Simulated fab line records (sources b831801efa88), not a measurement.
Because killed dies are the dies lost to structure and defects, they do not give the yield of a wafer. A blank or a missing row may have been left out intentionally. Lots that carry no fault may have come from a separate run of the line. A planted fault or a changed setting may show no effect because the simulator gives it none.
Which tool was responsible? ; flow sky130 ; 24 lots, 72 wafers sampled, at 5 steps of a route of 708

== WHAT EACH GAUGE READ, for each wafer ==
SKY_FIELD_ISO_CD_MEAS_13 targets a cd of 150 nm. Usual: 150.0 nm for cd-nm, sd 1.5.
lot;measured;on;cd-nm (nm);flag
L074;day 2 08:13;cd-sem-01;150.8 149.8 150.2;
L075;day 2 11:37;cd-sem-02;149.1 148.3 148.4;
L076;day 2 17:49;cd-sem-02;152.9 153.4 152.6;
L077;day 2 21:24;cd-sem-02;150.2 149.3 149.3;
L078;day 3 01:59;cd-sem-01;149.6 148.7 148.9;
L079;day 3 06:58;cd-sem-01;151.2 149.8 150.0;
L080;day 3 14:29;cd-sem-02;151.8 152.9 150.6;
L081;day 4 01:53;cd-sem-02;148.5 147.8 149.0;
L082;day 4 02:13;cd-sem-02;149.8 151.3 152.0;
L083;day 4 09:46;cd-sem-02;148.2 147.7 148.7;
L084;day 4 10:31;cd-sem-01;153.2 151.7 151.1;
L085;day 4 14:41;cd-sem-01;147.1 148.1 147.4;
L086;day 4 18:55;cd-sem-01;150.9 150.8 151.2;
L087;day 5 01:19;cd-sem-01;148.5 148.3 148.4;
L088;day 5 06:30;cd-sem-02;150.1 151.5 150.1;
L089;day 5 12:40;cd-sem-02;152.1 150.7 150.9;
L090;day 5 17:13;cd-sem-02;150.8 151.7 150.7;
L091;day 5 23:10;cd-sem-01;150.7 151.0 151.4;
L092;day 6 01:09;cd-sem-02;148.7 149.1 149.3;
L093;day 6 08:01;cd-sem-01;149.7 151.0 148.1;
L094;day 6 12:53;cd-sem-01;148.7 147.6 149.1;
L095;day 6 17:51;cd-sem-01;149.0 148.4 148.6;
L096;day 6 23:32;cd-sem-02;149.2 149.4 150.0;
L097;day 7 05:16;cd-sem-02;151.4 150.7 149.9;

SKY_VT_ADJUST_LVTN_OVL_MEAS_07. Usual: VT_ADJUST_LVTN_OVL gives -0.6 nm (standard deviation 1.4).
lot;measured;on;VT_ADJUST_LVTN_OVL (nm);flag
L074;day 7 14:16;overlay-01;-3.4 -1.9 -1.8;
L075;day 7 11:48;overlay-02;-2.8 -1.8 -3.6;
L076;day 8 06:59;overlay-02;0.9 -0.8 -1.1;
L077;day 8 06:38;overlay-01;0.0 0.4 0.8;
L078;day 8 13:00;overlay-01;-0.8 -1.0 -0.5;
L079;day 8 13:01;overlay-02;-1.6 -2.3 -3.8;
L080;day 8 23:15;overlay-02;1.5 0.2 0.4;
L081;day 9 08:31;overlay-01;-1.2 1.5 -0.7;
L082;day 9 08:10;overlay-01;-0.4 -1.0 -1.2;
L083;day 9 16:21;overlay-01;0.6 0.2 1.6;
L084;day 9 18:17;overlay-02;-1.0 -0.2 0.6;
L085;day 10 03:06;overlay-02;-0.6 -1.9 -0.9;
L086;day 10 06:07;overlay-01;-1.4 -2.1 -0.5;
L087;day 10 13:23;overlay-02;1.0 0.0 -0.5;
L088;day 10 18:21;overlay-01;0.0 -0.5 0.5;
L089;day 11 02:18;overlay-02;-2.8 -1.8 -2.7;
L090;day 11 09:06;overlay-02;-1.0 -1.1 -1.0;
L091;day 11 17:03;overlay-01;0.0 0.6 0.5;
L092;day 11 22:42;overlay-02;0.7 2.5 1.8;
L093;day 12 03:18;overlay-01;0.9 2.8 1.2;
L094;day 12 08:55;overlay-01;0.0 -1.5 0.1;
L095;day 12 17:02;overlay-02;0.1 0.3 0.6;
L096;day 12 20:39;overlay-02;0.1 0.0 -0.3;
L097;day 13 05:34;overlay-01;-0.3 0.3 0.8;

SKY_VT_ADJUST_LVTN_OVL_MEAS_18. Usual: VT_ADJUST_LVTN_01_OVL gives 0.1 nm (standard deviation 1.6).
lot;measured;on;VT_ADJUST_LVTN_01_OVL (nm);flag
L074;day 8 10:46;overlay-01;1.6 1.9 2.8;
L075;day 8 08:42;overlay-02;-0.2 0.0 0.3;
L076;day 9 03:30;overlay-01;4.2 2.9 2.8;
L077;day 9 03:17;overlay-02;-0.4 0.6 -1.3;
L078;day 9 10:40;overlay-01;0.4 -0.2 1.1;
L079;day 9 11:05;overlay-02;-2.3 -1.8 -2.5;
L080;day 9 21:22;overlay-01;1.9 3.8 1.8;
L081;day 10 07:18;overlay-02;-1.4 0.6 -0.6;
L082;day 10 06:25;overlay-01;1.7 2.1 2.2;
L083;day 10 14:37;overlay-02;1.2 0.3 0.0;
L084;day 10 16:28;overlay-02;-2.1 -1.9 -1.8;
L085;day 11 02:22;overlay-01;-0.7 -2.7 -0.9;
L086;day 11 05:01;overlay-01;-1.9 -1.7 -2.4;
L087;day 11 12:44;overlay-02;1.3 0.2 0.1;
L088;day 11 18:53;overlay-01;-0.5 0.0 -1.0;
L089;day 12 01:23;overlay-02;0.5 1.2 -0.3;
L090;day 12 09:36;overlay-01;2.3 1.8 0.8;
L091;day 12 17:41;overlay-02;-1.3 -0.6 -1.2;
L092;day 12 23:23;overlay-01;-1.4 -0.8 0.5;
L093;day 13 05:13;overlay-02;-2.5 -2.6 -2.4;
L094;day 13 09:40;overlay-02;0.8 2.0 0.1;
L095;day 13 19:20;overlay-01;-0.7 0.7 -0.8;
L096;day 13 21:25;overlay-02;0.2 0.6 -0.2;
L097;day 14 07:07;overlay-01;-0.2 -1.2 -0.4;

SKY_SD_P_CD_MEAS_07 targets a cd of 380 nm. Usual: 380.2 nm for cd-nm, sd 2.7.
lot;measured;on;cd-nm (nm);flag
L074;day 26 11:38;cd-sem-02;375.3 377.2 377.5;
L075;day 26 04:44;cd-sem-01;386.3 385.6 384.3;
L076;day 27 07:30;cd-sem-01;380.2 379.6 382.2;
L077;day 27 07:41;cd-sem-02;382.6 380.0 382.5;
L078;day 27 21:20;cd-sem-01;380.0 382.9 383.9;
L079;day 27 14:29;cd-sem-02;378.5 380.2 380.8;
L080;day 30 11:22;cd-sem-01;378.8 378.9 383.1;
L081;day 30 06:29;cd-sem-01;379.4 382.5 381.8;
L082;day 30 05:29;cd-sem-02;378.5 379.6 382.7;
L083;day 30 13:14;cd-sem-01;378.2 379.9 379.2;
L084;day 30 02:55;cd-sem-02;385.3 383.3 383.2;
L085;day 30 10:47;cd-sem-02;381.9 382.5 381.4;
L086;day 30 12:31;cd-sem-01;379.0 379.6 377.8;
L087;day 30 11:00;cd-sem-01;380.0 377.8 378.2;
L088;day 30 12:47;cd-sem-01;379.7 380.6 378.8;
L089;day 30 14:15;cd-sem-01;384.8 384.0 382.9;
L090;day 30 20:52;cd-sem-02;382.1 384.3 384.1;
L091;day 31 18:13;cd-sem-01;382.6 383.5 381.7;
L092;day 31 21:02;cd-sem-01;377.2 378.6 380.5;
L093;day 31 21:59;cd-sem-01;379.3 379.9 381.0;
L094;day 32 01:02;cd-sem-01;378.8 379.8 378.1;
L095;day 32 09:24;cd-sem-01;379.9 377.4 379.5;
L096;day 32 20:05;cd-sem-02;373.2 375.4 372.2;
L097;day 32 23:58;cd-sem-02;375.9 376.5 376.4;

SKY_CONTACT_BOW_MEAS_05. Usual: CONTACT_BOW gives 81 um (standard deviation 7.6).
lot;measured;on;CONTACT_BOW (um);flag
L074;day 31 07:49;film-metro-02;84 79 83;
L075;day 31 02:32;film-metro-03;89 82 89;
L076;day 32 03:42;film-metro-01;72 84 86;
L077;day 32 04:00;film-metro-02;62 64 65;
L078;day 32 16:42;film-metro-02;70 89 75;
L079;day 32 10:44;film-metro-02;86 80 81;
L080;day 35 02:45;film-metro-03;94 79 80;
L081;day 34 22:04;film-metro-01;80 61 77;
L082;day 34 19:56;film-metro-01;73 77 91;
L083;day 35 06:27;film-metro-02;75 89 95;
L084;day 34 17:47;film-metro-03;85 76 89;
L085;day 35 00:50;film-metro-03;87 99 78;
L086;day 35 03:32;film-metro-01;77 72 79;
L087;day 35 01:28;film-metro-02;75 80 70;
L088;day 35 05:37;film-metro-01;84 82 69;
L089;day 35 06:44;film-metro-01;80 81 76;
L090;day 35 11:11;film-metro-01;82 92 81;
L091;day 36 08:59;film-metro-03;84 78 99;
L092;day 36 11:13;film-metro-03;88 82 85;
L093;day 36 11:33;film-metro-01;76 86 90;
L094;day 36 14:01;film-metro-02;75 87 82;
L095;day 36 21:51;film-metro-02;79 79 77;
L096;day 37 09:38;film-metro-03;80 72 60;
L097;day 37 14:01;film-metro-03;79 78 77;

== WHAT TOOL EACH LOT RAN ON (gives the tool, then ch and the chambers of the sampled wafers, and finally the start) ==
The record shows no process step preceding these readings.

== AS READ BY THE TOOLS THEMSELVES (means over the sampled wafers that have a number; for cases with no such wafer, the mark the record gives instead) ==
The record holds no such reading with a usual standard deviation.

== THE ANSWER, worked out from the rows above alone ==
Rule: a lot counts as off when the mean over its wafers that have a number is more than 3 standard deviations away from the usual mean. Also off: a lot with no number at a reading for which 4 or more lots have one. Any other lot the step has rows for is counted as sound. The gauges are gone through in route order, then the tools' own readings, and for those a lot's mean is taken as printed above. The first step at which some lot is off is used, and at that step the reading that is off furthest; a lot without a number counts as furthest.
None of the lots is off at any reading shown; this tells nothing.

== WHAT THE SIMULATOR HAD INSERTED ==
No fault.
